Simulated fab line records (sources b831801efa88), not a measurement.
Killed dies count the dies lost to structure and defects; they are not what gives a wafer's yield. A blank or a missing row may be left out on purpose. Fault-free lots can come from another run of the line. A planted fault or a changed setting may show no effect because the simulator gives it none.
Shared-tool check / flow gf180mcu / 39 wafers sampled across 13 lots

## REASON IT WAS OPENED
GF_NSD_TW_MEAS_12, reading NSD_TW: flagged on 1 of 13 lots. Fault-free wafers read 4231, with a standard deviation of 26.
Rule: a lot is flagged when every wafer of it that has a number lies more than 4 standard deviations from that mean, or none has a number. All remaining lots are regarded as sound.

lot=L362; measured=day 14 07:52; on=film metro-03; NSD_TW, wafer by wafer=4195 4221 4216; flag=
lot=L365; measured=day 15 11:41; on=film metro-01; NSD_TW, wafer by wafer=4232 4259 4243; flag=
lot=L368; measured=day 16 03:26; on=film metro-04; NSD_TW, wafer by wafer=30 30 30; flag=FLAGGED
lot=L371; measured=day 17 07:08; on=film metro-04; NSD_TW, wafer by wafer=4247 4223 4237; flag=
lot=L372; measured=day 17 12:08; on=film metro-03; NSD_TW, wafer by wafer=4188 4189 4206; flag=
lot=L374; measured=day 18 06:29; on=film metro-03; NSD_TW, wafer by wafer=4206 4228 4188; flag=
lot=L375; measured=day 18 16:13; on=film metro-03; NSD_TW, wafer by wafer=4205 4222 4214; flag=
lot=L377; measured=day 19 10:19; on=film metro-01; NSD_TW, wafer by wafer=4235 4267 4265; flag=
lot=L378; measured=day 19 16:40; on=film metro-04; NSD_TW, wafer by wafer=4241 4236 4235; flag=
lot=L379; measured=day 20 03:51; on=film metro-04; NSD_TW, wafer by wafer=4265 4283 4270; flag=
lot=L380; measured=day 20 10:46; on=film metro-01; NSD_TW, wafer by wafer=4226 4257 4271; flag=
lot=L381; measured=day 20 17:10; on=film metro-03; NSD_TW, wafer by wafer=4216 4199 4210; flag=
lot=L382; measured=day 21 02:39; on=film metro-03; NSD_TW, wafer by wafer=4199 4229 4211; flag=
Averaged over the flagged lots the numbers come to 30, -4201 from the usual (-99 or more standard deviations).

## WHICH TOOL RAN EACH LOT
The record holds 1 process step before the reading, out of a route of 602 steps. Read each cell as the tool, then ch plus the chambers that the sampled wafers visited, then the start.
lot=L362; flag=; GF_NSD_EXPOSE_04=iline stepper-02 ch 0, day 13 20:48
lot=L365; flag=; GF_NSD_EXPOSE_04=iline stepper-01 ch 0, day 15 00:27
lot=L368; flag=FLAGGED; GF_NSD_EXPOSE_04=iline stepper-01 ch 0, day 15 16:23
lot=L371; flag=; GF_NSD_EXPOSE_04=iline stepper-01 ch 0, day 16 19:13
lot=L372; flag=; GF_NSD_EXPOSE_04=iline stepper-01 ch 0, day 17 00:19
lot=L374; flag=; GF_NSD_EXPOSE_04=iline stepper-01 ch 0, day 17 17:59
lot=L375; flag=; GF_NSD_EXPOSE_04=iline stepper-02 ch 0, day 18 03:59
lot=L377; flag=; GF_NSD_EXPOSE_04=iline stepper-01 ch 0, day 18 21:12
lot=L378; flag=; GF_NSD_EXPOSE_04=iline stepper-01 ch 0, day 19 03:22
lot=L379; flag=; GF_NSD_EXPOSE_04=iline stepper-02 ch 0, day 19 15:08
lot=L380; flag=; GF_NSD_EXPOSE_04=iline stepper-01 ch 0, day 19 21:56
lot=L381; flag=; GF_NSD_EXPOSE_04=iline stepper-02 ch 0, day 20 04:38
lot=L382; flag=; GF_NSD_EXPOSE_04=iline stepper-02 ch 0, day 20 14:19
What is done by these steps:
- GF_NSD_EXPOSE_04: exposes mask Nplus, target cd 400 nm.
- GF_NSD_TW_MEAS_12

## FLAGGED AGAINST TOTAL, ONE TOOL AT A TIME (gauges that did the reading follow at the end)
step=GF_NSD_EXPOSE_04; tool=iline stepper-01; lots run=8; flagged=1; share of the flagged lots=all; sound lots run after its first flagged lot=6 (L371,L372,L374,L377,L378,L380)
step=GF_NSD_EXPOSE_04; tool=iline stepper-02; lots run=5; flagged=0; share of the flagged lots=none; sound lots run after its first flagged lot=-
step=GF_NSD_TW_MEAS_12; tool=film metro-01; lots run=3; flagged=0; share of the flagged lots=none; sound lots run after its first flagged lot=-
step=GF_NSD_TW_MEAS_12; tool=film metro-03; lots run=6; flagged=0; share of the flagged lots=none; sound lots run after its first flagged lot=-
step=GF_NSD_TW_MEAS_12; tool=film metro-04; lots run=4; flagged=1; share of the flagged lots=all; sound lots run after its first flagged lot=3 (L371,L378,L379)

## WHAT THE TABLE PERMITS
2 rows of the table ran every flagged lot: iline stepper-01 at GF_NSD_EXPOSE_04, film metro-04 at GF_NSD_TW_MEAS_12.
- iline stepper-01 at GF_NSD_EXPOSE_04: 1 of its 8 lots flagged. After the first flagged lot (L371, L372, L374, L377, L378, L380), sound lots still ran on it; a lasting fault on the whole tool would not permit that.
- film metro-04 at GF_NSD_TW_MEAS_12: 1 of its 4 lots flagged. After the first flagged lot (L371, L378, L379), sound lots still ran on it; a lasting fault on the whole tool would not permit that.
Not one row of the table ran every flagged lot while running no sound lot after the first.

## WHAT WAS PUT IN BY THE SIMULATOR
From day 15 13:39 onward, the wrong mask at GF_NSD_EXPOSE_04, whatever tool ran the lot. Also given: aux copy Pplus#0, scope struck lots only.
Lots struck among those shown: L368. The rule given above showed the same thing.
